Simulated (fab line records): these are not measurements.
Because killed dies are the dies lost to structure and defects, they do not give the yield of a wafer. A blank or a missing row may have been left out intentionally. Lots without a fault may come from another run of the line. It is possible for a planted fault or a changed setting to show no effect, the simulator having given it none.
A struck lot beside a sound one || flow gf180mcu || 15 out of 602 route steps
Sound: the wafers L483.2, L483.3, L483.5. Struck: wafer L488.5 (left out: L488.4, a lot-mate that was not struck); the cause follows at the end.
Per side, at each step with rows, come the tool, then ch with its chambers, and then its first start. Under that, the readings that differ: sound wafers || struck wafers || difference of the means || sigmas: that difference in standard deviations of wafers without a fault.
alike: same words and numbers on both sides, and readings whose means sit less than 2 such deviations apart. not compared: any withheld reading, any reading some wafer has no value for, any bound like >300 that may hide the same value, and any number with overlapping values for which the record gives no deviation.
A row with sigmas, a row that says differs or no value, or rows on one side alone: a step with any of these is where the two part. Numbers that have no deviation but don't overlap get no sigmas and don't part them. A reading missing from all wafers of one side parts the sides only when that side holds two or more wafers.

GF_V5_THK_MEAS_25: measures by xrf.
  sound: film_metro-01 at day 29 13:30; struck: film_metro-01 at day 30 23:15
  alike: V5_W_THK
GF_V5_CMP_26: polishes, stops on SiO2, t overpolish 15 s, target thk 0 nm.
  sound on cmp-01 ch 0,3, day 29 13:33; struck on cmp-02 ch 2, day 30 23:20
  alike: edge_zone_pressure_frac, motor_current_A, overpolish_run_s, slurry_filter_dp_kPa, time_to_endpoint_s
GF_TOP_METAL_SPUTTER_00: material Ti, target thk 37.5 nm, time 150 s.
  sound: pvd_sputter-02 at day 29 13:51; struck: pvd_sputter-01 at day 30 23:35
  alike: throttle_valve_pct
then, 1 step without rows for these wafers: GF_TOP_METAL_SPUTTER_01 (material TiN, target thk 30 nm, time 25 s).
GF_TOP_METAL_SPUTTER_02: material AlCu, target thk 900 nm, time 47.82 s.
  sound: pvd_sputter-02 at day 29 13:59; struck: pvd_sputter-01 at day 30 23:43
  alike: throttle_valve_pct
GF_TOP_METAL_SPUTTER_03: material Ti, target thk 5 nm, time 3.3 s.
  sound: pvd_sputter-02 at day 29 14:01; struck: pvd_sputter-01 at day 30 23:46
  alike: throttle_valve_pct
GF_TOP_METAL_SPUTTER_04: material TiN, target thk 25 nm, time 20.8 s.
  sound: pvd_sputter-02 at day 29 14:02; struck: pvd_sputter-01 at day 30 23:47
  alike: throttle_valve_pct
GF_TOP_METAL_RS_MEAS_05: a four-point-probe measurement.
  sound: film_metro-03 at day 29 14:05; struck: film_metro-03 at day 30 23:52
  alike: TOP_METAL_ALCU_RS
GF_TOP_METAL_THK_MEAS_06: measures by xrf.
  sound: film_metro-03 at day 29 14:12; struck: film_metro-03 at day 30 23:57
  alike: TOP_METAL_ALCU_THK
then, 3 steps without rows for these wafers: GF_TOP_METAL_DEHYDRATE_07 (time 60 s); GF_TOP_METAL_HMDS_08 (prime time 60 s); GF_TOP_METAL_COAT_09 (resist thk 1500 nm).
GF_TOP_METAL_SOFTBAKE_10: time 60 s.
  sound on litho_track-01 ch 0, day 29 23:04; struck on litho_track-01 ch 0, day 31 08:37
{"reading": "heater_power_total_W (W)", "sound": "56.58 56.57 56.58", "struck": 60.02, "difference": "+3.44", "sigmas": "+82"}
{"reading": "run_length_s (s)", "sound": "89.27 89.17 89.05", "struck": 79.80, "difference": -9.36, "sigmas": -39}
then, 1 step without rows for these wafers: GF_TOP_METAL_EXPOSE_11 (exposes mask MetalTop, target cd 440 nm).
GF_PASSIVATION_PROBE_99:
  the record has rows for the sound wafers here (prober-01, day 31 05:14) and none for the struck ones

== WHERE THEY PART ==
First at GF_TOP_METAL_SOFTBAKE_10; last, within this record, at GF_PASSIVATION_PROBE_99.

WHY: the cause the simulator had injected
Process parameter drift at GF_TOP_METAL_SOFTBAKE_10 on litho_track-01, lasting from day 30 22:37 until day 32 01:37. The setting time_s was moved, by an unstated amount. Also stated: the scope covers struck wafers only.
